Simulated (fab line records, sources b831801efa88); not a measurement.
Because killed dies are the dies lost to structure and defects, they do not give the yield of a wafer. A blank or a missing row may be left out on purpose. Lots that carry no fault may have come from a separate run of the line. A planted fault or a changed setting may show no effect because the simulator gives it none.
Which of the tools did it? / flow gf180mcu / 14 lots with 42 wafers sampled at 7 steps, on a route of 602 steps

## WHAT THE GAUGES SHOWED, per wafer
GF_STI_THK_MEAS_24.
lot=L590; measured=day 2 04:54; on=filmMetro-02; STI_CVD_23_THK (nm)=649 645 645
lot=L592; measured=day 2 14:14; on=filmMetro-02; STI_CVD_23_THK (nm)=665 655 662
lot=L594; measured=day 3 02:35; on=filmMetro-01; STI_CVD_23_THK (nm)=653 649 645
lot=L595; measured=day 3 06:37; on=filmMetro-01; STI_CVD_23_THK (nm)=646 662 654
lot=L596; measured=day 3 12:25; on=filmMetro-01; STI_CVD_23_THK (nm)=649 658 648
lot=L597; measured=day 3 19:20; on=filmMetro-02; STI_CVD_23_THK (nm)=655 650 653
lot=L601; measured=day 4 21:07; on=filmMetro-01; STI_CVD_23_THK (nm)=651 648 640
lot=L602; measured=day 4 21:12; on=filmMetro-02; STI_CVD_23_THK (nm)=652 652 646
lot=L606; measured=day 5 13:56; on=filmMetro-04; STI_CVD_23_THK (nm)=649 657 652
lot=L608; measured=day 6 01:08; on=filmMetro-04; STI_CVD_23_THK (nm)=642 656 652
lot=L609; measured=day 6 05:19; on=filmMetro-01; STI_CVD_23_THK (nm)=652 645 652
lot=L611; measured=day 6 18:41; on=filmMetro-04; STI_CVD_23_THK (nm)=649 655 661
lot=L612; measured=day 6 22:31; on=filmMetro-04; STI_CVD_23_THK (nm)=651 645 652
lot=L613; measured=day 7 03:01; on=filmMetro-02; STI_CVD_23_THK (nm)=650 653 642

GF_POLY_GATE_THK_MEAS_01.
lot=L590; measured=day 8 07:39; on=filmMetro-01; POLY_GATE_CVD_00_THK (nm)=199.4 200.0 200.3
lot=L592; measured=day 9 00:07; on=filmMetro-01; POLY_GATE_CVD_00_THK (nm)=197.8 196.0 196.2
lot=L594; measured=day 9 16:16; on=filmMetro-03; POLY_GATE_CVD_00_THK (nm)=196.9 197.4 196.4
lot=L595; measured=day 9 22:40; on=filmMetro-01; POLY_GATE_CVD_00_THK (nm)=196.6 198.0 197.1
lot=L596; measured=day 10 05:52; on=filmMetro-01; POLY_GATE_CVD_00_THK (nm)=201.9 201.7 200.4
lot=L597; measured=day 10 15:25; on=filmMetro-02; POLY_GATE_CVD_00_THK (nm)=197.7 198.3 199.0
lot=L601; measured=day 12 03:19; on=filmMetro-02; POLY_GATE_CVD_00_THK (nm)=195.3 196.0 195.0
lot=L602; measured=day 12 04:40; on=filmMetro-03; POLY_GATE_CVD_00_THK (nm)=200.4 198.7 200.1
lot=L606; measured=day 13 07:04; on=filmMetro-01; POLY_GATE_CVD_00_THK (nm)=198.5 196.4 198.2
lot=L608; measured=day 13 19:07; on=filmMetro-01; POLY_GATE_CVD_00_THK (nm)=202.2 201.6 199.7
lot=L609; measured=day 13 23:08; on=filmMetro-02; POLY_GATE_CVD_00_THK (nm)=198.3 199.6 198.8
lot=L611; measured=day 14 14:46; on=filmMetro-02; POLY_GATE_CVD_00_THK (nm)=203.8 201.1 200.5
lot=L612; measured=day 14 19:47; on=filmMetro-03; POLY_GATE_CVD_00_THK (nm)=199.7 199.8 199.5
lot=L613; measured=day 15 05:15; on=filmMetro-02; POLY_GATE_CVD_00_THK (nm)=201.1 200.7 200.1

GF_POLY_GATE_CD_MEAS_18.
lot=L590; measured=day 9 02:01; on=cdSem-02; cdNm (nm)=277.1 279.7 276.5
lot=L592; measured=day 9 19:53; on=cdSem-02; cdNm (nm)=280.0 281.6 280.7
lot=L594; measured=day 10 11:19; on=cdSem-01; cdNm (nm)=278.7 282.4 282.9
lot=L595; measured=day 10 18:53; on=cdSem-02; cdNm (nm)=280.9 279.8 280.7
lot=L596; measured=day 11 02:49; on=cdSem-02; cdNm (nm)=280.7 281.8 281.0
lot=L597; measured=day 11 11:17; on=cdSem-02; cdNm (nm)=280.3 276.7 277.5
lot=L601; measured=day 13 02:50; on=cdSem-02; cdNm (nm)=- - -
lot=L602; measured=day 13 02:53; on=cdSem-01; cdNm (nm)=- - -
lot=L606; measured=day 14 04:33; on=cdSem-01; cdNm (nm)=279.2 280.9 282.0
lot=L608; measured=day 14 19:47; on=cdSem-02; cdNm (nm)=282.3 280.3 281.3
lot=L609; measured=day 14 22:11; on=cdSem-01; cdNm (nm)=278.8 277.7 280.3
lot=L611; measured=day 15 13:55; on=cdSem-02; cdNm (nm)=279.6 280.3 279.4
lot=L612; measured=day 15 20:15; on=cdSem-02; cdNm (nm)=277.6 279.8 278.6
lot=L613; measured=day 16 04:07; on=cdSem-01; cdNm (nm)=278.0 280.2 277.7

## TOOL THAT RAN EACH LOT (tool first, then ch and the chambers of the sampled wafers, then the start)
lot=L590; GF_DNWELL_STRIP_08=plasmaAsher-02 ch 0,1, day 2 19:52; GF_POLY_GATE_ETCH_12=rieDiel-01 ch 0,3, day 9 00:26; GF_POLY_GATE_ETCH_13=rieSi-01 ch 1,2, day 9 00:30; GF_POLY_GATE_STRIP_14=plasmaAsher-04 ch 0,1, day 9 00:33
lot=L592; GF_DNWELL_STRIP_08=plasmaAsher-01 ch 0,1, day 3 05:25; GF_POLY_GATE_ETCH_12=rieDiel-03 ch 0,2,3, day 9 17:41; GF_POLY_GATE_ETCH_13=rieSi-02 ch 0,1,3, day 9 17:44; GF_POLY_GATE_STRIP_14=plasmaAsher-02 ch 0,1, day 9 17:48
lot=L594; GF_DNWELL_STRIP_08=plasmaAsher-02 ch 0,1, day 3 18:07; GF_POLY_GATE_ETCH_12=rieDiel-03 ch 0,1, day 10 09:44; GF_POLY_GATE_ETCH_13=rieSi-01 ch 1,3, day 10 09:47; GF_POLY_GATE_STRIP_14=plasmaAsher-02 ch 0,1, day 10 09:51
lot=L595; GF_DNWELL_STRIP_08=plasmaAsher-04 ch 0,1, day 4 00:05; GF_POLY_GATE_ETCH_12=rieDiel-03 ch 1,2,3, day 10 17:14; GF_POLY_GATE_ETCH_13=rieSi-01 ch 1,2,3, day 10 17:17; GF_POLY_GATE_STRIP_14=plasmaAsher-04 ch 0,1, day 10 17:21
lot=L596; GF_DNWELL_STRIP_08=plasmaAsher-01 ch 0,1, day 4 06:58; GF_POLY_GATE_ETCH_12=rieDiel-01 ch 0,1,2, day 11 00:34; GF_POLY_GATE_ETCH_13=rieSi-01 ch 1,2,3, day 11 00:37; GF_POLY_GATE_STRIP_14=plasmaAsher-03 ch 0,1, day 11 00:41
lot=L597; GF_DNWELL_STRIP_08=plasmaAsher-01 ch 0,1, day 4 13:59; GF_POLY_GATE_ETCH_12=rieDiel-04 ch 0,2,3, day 11 09:40; GF_POLY_GATE_ETCH_13=rieSi-02 ch 0,1,2, day 11 09:43; GF_POLY_GATE_STRIP_14=plasmaAsher-04 ch 0,1, day 11 09:47
lot=L601; GF_DNWELL_STRIP_08=plasmaAsher-01 ch 0,1, day 5 14:52; GF_POLY_GATE_ETCH_12=rieDiel-04 ch 0,1,2, day 12 22:41; GF_POLY_GATE_ETCH_13=rieSi-01 ch 0,1, day 12 22:44; GF_POLY_GATE_STRIP_14=plasmaAsher-03 ch 0,1, day 12 22:48
lot=L602; GF_DNWELL_STRIP_08=plasmaAsher-04 ch 0,1, day 5 15:34; GF_POLY_GATE_ETCH_12=rieDiel-03 ch 0,1,3, day 12 23:38; GF_POLY_GATE_ETCH_13=rieSi-01 ch 1,3, day 12 23:41; GF_POLY_GATE_STRIP_14=plasmaAsher-02 ch 0,1, day 12 23:47
lot=L606; GF_DNWELL_STRIP_08=plasmaAsher-04 ch 0,1, day 6 08:55; GF_POLY_GATE_ETCH_12=rieDiel-01 ch 1,2, day 14 02:28; GF_POLY_GATE_ETCH_13=rieSi-01 ch 0,1,2, day 14 02:31; GF_POLY_GATE_STRIP_14=plasmaAsher-03 ch 0,1, day 14 02:35
lot=L608; GF_DNWELL_STRIP_08=plasmaAsher-04 ch 0,1, day 6 18:44; GF_POLY_GATE_ETCH_12=rieDiel-04 ch 2,3, day 14 15:49; GF_POLY_GATE_ETCH_13=rieSi-02 ch 2,3, day 14 15:52; GF_POLY_GATE_STRIP_14=plasmaAsher-04 ch 0,1, day 14 15:56
lot=L609; GF_DNWELL_STRIP_08=plasmaAsher-01 ch 0,1, day 6 22:28; GF_POLY_GATE_ETCH_12=rieDiel-03 ch 1,2,3, day 14 19:40; GF_POLY_GATE_ETCH_13=rieSi-02 ch 1,2,3, day 14 19:43; GF_POLY_GATE_STRIP_14=plasmaAsher-04 ch 0,1, day 14 19:47
lot=L611; GF_DNWELL_STRIP_08=plasmaAsher-04 ch 1, day 7 11:35; GF_POLY_GATE_ETCH_12=rieDiel-04 ch 0,1, day 15 12:20; GF_POLY_GATE_ETCH_13=rieSi-01 ch 0,1,3, day 15 12:23; GF_POLY_GATE_STRIP_14=plasmaAsher-04 ch 0,1, day 15 12:27
lot=L612; GF_DNWELL_STRIP_08=plasmaAsher-04 ch 0,1, day 7 16:43; GF_POLY_GATE_ETCH_12=rieDiel-03 ch 2,3, day 15 18:32; GF_POLY_GATE_ETCH_13=rieSi-01 ch 0,1,2, day 15 18:35; GF_POLY_GATE_STRIP_14=plasmaAsher-03 ch 0,1, day 15 18:39
lot=L613; GF_DNWELL_STRIP_08=plasmaAsher-04 ch 0,1, day 7 23:10; GF_POLY_GATE_ETCH_12=rieDiel-03 ch 0,2, day 16 02:31; GF_POLY_GATE_ETCH_13=rieSi-02 ch 0,1,3, day 16 02:34; GF_POLY_GATE_STRIP_14=plasmaAsher-03 ch 0, day 16 02:38
- GF_DNWELL_STRIP_08: strips in O2/N2.
- GF_POLY_GATE_ETCH_12: etches BARC in N2/H2.
- GF_POLY_GATE_ETCH_13: etches poly-Si in HBr/Cl2, stops on SiO2, target depth 198.5 nm, time 69.6 s.
- GF_POLY_GATE_STRIP_14: strips in O2/N2.

## AS READ BY THE TOOLS THEMSELVES (means over the sampled wafers that have a number; for cases with no such wafer, the mark the record gives instead)
GF_DNWELL_STRIP_08.
lot=L590; tool=plasmaAsher-02; drypumpMotorCurrentA (A)=5.5; heaterPowerW (W)=424; oesProductAu (a.u.)=0.715; stripTimeToEndpointS (s)=36.93
lot=L592; tool=plasmaAsher-01; drypumpMotorCurrentA (A)=5.8; heaterPowerW (W)=330; oesProductAu (a.u.)=0.720; stripTimeToEndpointS (s)=36.96
lot=L594; tool=plasmaAsher-02; drypumpMotorCurrentA (A)=5.6; heaterPowerW (W)=424; oesProductAu (a.u.)=0.720; stripTimeToEndpointS (s)=36.80
lot=L595; tool=plasmaAsher-04; drypumpMotorCurrentA (A)=5.6; heaterPowerW (W)=318; oesProductAu (a.u.)=0.728; stripTimeToEndpointS (s)=36.81
lot=L596; tool=plasmaAsher-01; drypumpMotorCurrentA (A)=5.8; heaterPowerW (W)=323; oesProductAu (a.u.)=0.714; stripTimeToEndpointS (s)=37.03
lot=L597; tool=plasmaAsher-01; drypumpMotorCurrentA (A)=5.8; heaterPowerW (W)=325; oesProductAu (a.u.)=0.720; stripTimeToEndpointS (s)=37.10
lot=L601; tool=plasmaAsher-01; drypumpMotorCurrentA (A)=5.8; heaterPowerW (W)=324; oesProductAu (a.u.)=0.723; stripTimeToEndpointS (s)=36.99
lot=L602; tool=plasmaAsher-04; drypumpMotorCurrentA (A)=5.3; heaterPowerW (W)=309; oesProductAu (a.u.)=0.719; stripTimeToEndpointS (s)=36.93
lot=L606; tool=plasmaAsher-04; drypumpMotorCurrentA (A)=5.6; heaterPowerW (W)=310; oesProductAu (a.u.)=0.725; stripTimeToEndpointS (s)=37.04
lot=L608; tool=plasmaAsher-04; drypumpMotorCurrentA (A)=5.2; heaterPowerW (W)=310; oesProductAu (a.u.)=0.725; stripTimeToEndpointS (s)=37.05
lot=L609; tool=plasmaAsher-01; drypumpMotorCurrentA (A)=5.8; heaterPowerW (W)=329; oesProductAu (a.u.)=0.720; stripTimeToEndpointS (s)=36.91
lot=L611; tool=plasmaAsher-04; drypumpMotorCurrentA (A)=5.0; heaterPowerW (W)=303; oesProductAu (a.u.)=0.725; stripTimeToEndpointS (s)=37.17
lot=L612; tool=plasmaAsher-04; drypumpMotorCurrentA (A)=5.3; heaterPowerW (W)=311; oesProductAu (a.u.)=0.728; stripTimeToEndpointS (s)=36.94
lot=L613; tool=plasmaAsher-04; drypumpMotorCurrentA (A)=5.3; heaterPowerW (W)=309; oesProductAu (a.u.)=0.725; stripTimeToEndpointS (s)=36.88

GF_POLY_GATE_ETCH_12.
lot=L590; tool=rieDiel-01; biasW (W)=99.68; chamberPressureMTorr (mTorr)=29.999; drypumpMotorCurrentA (A)=5.4; oesProductAu (a.u.)=0.733; throttleValvePct (%)=13.214
lot=L592; tool=rieDiel-03; biasW (W)=100.00; chamberPressureMTorr (mTorr)=29.993; drypumpMotorCurrentA (A)=5.8; oesProductAu (a.u.)=0.740; throttleValvePct (%)=13.220
lot=L594; tool=rieDiel-03; biasW (W)=100.08; chamberPressureMTorr (mTorr)=30.015; drypumpMotorCurrentA (A)=6.0; oesProductAu (a.u.)=0.741; throttleValvePct (%)=13.219
lot=L595; tool=rieDiel-03; biasW (W)=99.96; chamberPressureMTorr (mTorr)=29.973; drypumpMotorCurrentA (A)=5.7; oesProductAu (a.u.)=0.735; throttleValvePct (%)=13.223
lot=L596; tool=rieDiel-01; biasW (W)=100.31; chamberPressureMTorr (mTorr)=29.997; drypumpMotorCurrentA (A)=5.9; oesProductAu (a.u.)=0.739; throttleValvePct (%)=13.217
lot=L597; tool=rieDiel-04; biasW (W)=99.83; chamberPressureMTorr (mTorr)=29.993; drypumpMotorCurrentA (A)=5.6; oesProductAu (a.u.)=0.733; throttleValvePct (%)=13.214
lot=L601; tool=rieDiel-04; biasW (W)=-; chamberPressureMTorr (mTorr)=-; drypumpMotorCurrentA (A)=-; oesProductAu (a.u.)=-; throttleValvePct (%)=-
lot=L602; tool=rieDiel-03; biasW (W)=-; chamberPressureMTorr (mTorr)=-; drypumpMotorCurrentA (A)=-; oesProductAu (a.u.)=-; throttleValvePct (%)=-
lot=L606; tool=rieDiel-01; biasW (W)=100.01; chamberPressureMTorr (mTorr)=29.993; drypumpMotorCurrentA (A)=6.3; oesProductAu (a.u.)=0.738; throttleValvePct (%)=13.215
lot=L608; tool=rieDiel-04; biasW (W)=99.88; chamberPressureMTorr (mTorr)=30.012; drypumpMotorCurrentA (A)=5.8; oesProductAu (a.u.)=0.732; throttleValvePct (%)=13.215
lot=L609; tool=rieDiel-03; biasW (W)=100.05; chamberPressureMTorr (mTorr)=30.013; drypumpMotorCurrentA (A)=5.8; oesProductAu (a.u.)=0.734; throttleValvePct (%)=13.218
lot=L611; tool=rieDiel-04; biasW (W)=100.03; chamberPressureMTorr (mTorr)=30.016; drypumpMotorCurrentA (A)=5.3; oesProductAu (a.u.)=0.734; throttleValvePct (%)=13.217
lot=L612; tool=rieDiel-03; biasW (W)=99.92; chamberPressureMTorr (mTorr)=29.999; drypumpMotorCurrentA (A)=5.8; oesProductAu (a.u.)=0.736; throttleValvePct (%)=13.209
lot=L613; tool=rieDiel-03; biasW (W)=99.76; chamberPressureMTorr (mTorr)=30.004; drypumpMotorCurrentA (A)=6.0; oesProductAu (a.u.)=0.735; throttleValvePct (%)=13.221

GF_POLY_GATE_ETCH_13.
lot=L590; tool=rieSi-01; HBr_flow_sccm (sccm)=150.1; biasW (W)=99.68; drypumpMotorCurrentA (A)=5.9; oesProductAu (a.u.)=0.992; throttleValvePct (%)=33.686
lot=L592; tool=rieSi-02; HBr_flow_sccm (sccm)=149.7; biasW (W)=99.82; drypumpMotorCurrentA (A)=5.3; oesProductAu (a.u.)=0.980; throttleValvePct (%)=33.684
lot=L594; tool=rieSi-01; HBr_flow_sccm (sccm)=149.7; biasW (W)=100.12; drypumpMotorCurrentA (A)=6.6; oesProductAu (a.u.)=0.987; throttleValvePct (%)=33.683
lot=L595; tool=rieSi-01; HBr_flow_sccm (sccm)=150.0; biasW (W)=100.06; drypumpMotorCurrentA (A)=6.2; oesProductAu (a.u.)=0.986; throttleValvePct (%)=33.687
lot=L596; tool=rieSi-01; HBr_flow_sccm (sccm)=149.8; biasW (W)=100.10; drypumpMotorCurrentA (A)=6.2; oesProductAu (a.u.)=0.993; throttleValvePct (%)=33.686
lot=L597; tool=rieSi-02; HBr_flow_sccm (sccm)=150.4; biasW (W)=99.99; drypumpMotorCurrentA (A)=5.5; oesProductAu (a.u.)=0.987; throttleValvePct (%)=33.677
lot=L601; tool=rieSi-01; HBr_flow_sccm (sccm)=150.1; biasW (W)=100.16; drypumpMotorCurrentA (A)=6.5; oesProductAu (a.u.)=0.274; throttleValvePct (%)=33.686
lot=L602; tool=rieSi-01; HBr_flow_sccm (sccm)=150.1; biasW (W)=99.94; drypumpMotorCurrentA (A)=6.6; oesProductAu (a.u.)=0.270; throttleValvePct (%)=33.684
lot=L606; tool=rieSi-01; HBr_flow_sccm (sccm)=150.5; biasW (W)=99.80; drypumpMotorCurrentA (A)=6.1; oesProductAu (a.u.)=0.985; throttleValvePct (%)=33.695
lot=L608; tool=rieSi-02; HBr_flow_sccm (sccm)=150.4; biasW (W)=100.00; drypumpMotorCurrentA (A)=5.7; oesProductAu (a.u.)=0.989; throttleValvePct (%)=33.681
lot=L609; tool=rieSi-02; HBr_flow_sccm (sccm)=149.9; biasW (W)=99.91; drypumpMotorCurrentA (A)=5.3; oesProductAu (a.u.)=0.991; throttleValvePct (%)=33.684
lot=L611; tool=rieSi-01; HBr_flow_sccm (sccm)=149.6; biasW (W)=99.77; drypumpMotorCurrentA (A)=6.3; oesProductAu (a.u.)=0.986; throttleValvePct (%)=33.692
lot=L612; tool=rieSi-01; HBr_flow_sccm (sccm)=150.4; biasW (W)=100.26; drypumpMotorCurrentA (A)=6.1; oesProductAu (a.u.)=0.996; throttleValvePct (%)=33.687
lot=L613; tool=rieSi-02; HBr_flow_sccm (sccm)=150.1; biasW (W)=99.64; drypumpMotorCurrentA (A)=5.3; oesProductAu (a.u.)=0.991; throttleValvePct (%)=33.692

GF_POLY_GATE_STRIP_14.
lot=L590; tool=plasmaAsher-04; drypumpMotorCurrentA (A)=5.6; heaterPowerW (W)=310; oesProductAu (a.u.)=0.505
lot=L592; tool=plasmaAsher-02; drypumpMotorCurrentA (A)=5.5; heaterPowerW (W)=408; oesProductAu (a.u.)=0.505
lot=L594; tool=plasmaAsher-02; drypumpMotorCurrentA (A)=5.6; heaterPowerW (W)=412; oesProductAu (a.u.)=0.500
lot=L595; tool=plasmaAsher-04; drypumpMotorCurrentA (A)=5.6; heaterPowerW (W)=307; oesProductAu (a.u.)=0.505
lot=L596; tool=plasmaAsher-03; drypumpMotorCurrentA (A)=5.7; heaterPowerW (W)=344; oesProductAu (a.u.)=0.502
lot=L597; tool=plasmaAsher-04; drypumpMotorCurrentA (A)=5.3; heaterPowerW (W)=308; oesProductAu (a.u.)=0.502
lot=L601; tool=plasmaAsher-03; drypumpMotorCurrentA (A)=5.8; heaterPowerW (W)=346; oesProductAu (a.u.)=0.526
lot=L602; tool=plasmaAsher-02; drypumpMotorCurrentA (A)=5.6; heaterPowerW (W)=408; oesProductAu (a.u.)=0.529
lot=L606; tool=plasmaAsher-03; drypumpMotorCurrentA (A)=5.6; heaterPowerW (W)=357; oesProductAu (a.u.)=0.507
lot=L608; tool=plasmaAsher-04; drypumpMotorCurrentA (A)=5.3; heaterPowerW (W)=308; oesProductAu (a.u.)=0.504
lot=L609; tool=plasmaAsher-04; drypumpMotorCurrentA (A)=5.6; heaterPowerW (W)=312; oesProductAu (a.u.)=0.502
lot=L611; tool=plasmaAsher-04; drypumpMotorCurrentA (A)=5.6; heaterPowerW (W)=315; oesProductAu (a.u.)=0.503
lot=L612; tool=plasmaAsher-03; drypumpMotorCurrentA (A)=5.8; heaterPowerW (W)=343; oesProductAu (a.u.)=0.507
lot=L613; tool=plasmaAsher-03; drypumpMotorCurrentA (A)=5.9; heaterPowerW (W)=330; oesProductAu (a.u.)=0.507

## THE ANSWER, worked out from the rows above alone
Rule: the usual values come from the lots themselves. Put in order of their means at a reading, lots are off if they are a third of the lots or fewer, leave a main group of 4 or more, and stand apart from it by a gap of 3 or more times the standard deviation of the main group's means; of several such gaps the widest counts. The tables above print the reading to a certain number of digits; a main group whose means all agree to those digits is not used. A lot without any number at a reading at which 4 lots or more have one is off too. Any other lot the step has rows for is counted as sound. Order of review: gauges by route order, followed by the tools' own readings, for which a lot's mean as printed above is used. At the first step where some lot is off, the reading lying furthest off is the one used; lots without a number count as furthest.
Off: L601, L602 (GF_POLY_GATE_CD_MEAS_18, cdNm). Without a number there: L601, L602. Mean 279.8 nm and standard deviation 1.3 in the main group.
If a tool, at a process step before that reading, ran all the lots that are off and no sound lot after the first of them, it fits. Not tried: the gauges at GF_POLY_GATE_CD_MEAS_18; whatever is off there is also off at GF_POLY_GATE_ETCH_12, on other tools, and gauge error can't account for it. No candidate that was tried fits.

## WHAT THE SIMULATOR HAD PUT IN
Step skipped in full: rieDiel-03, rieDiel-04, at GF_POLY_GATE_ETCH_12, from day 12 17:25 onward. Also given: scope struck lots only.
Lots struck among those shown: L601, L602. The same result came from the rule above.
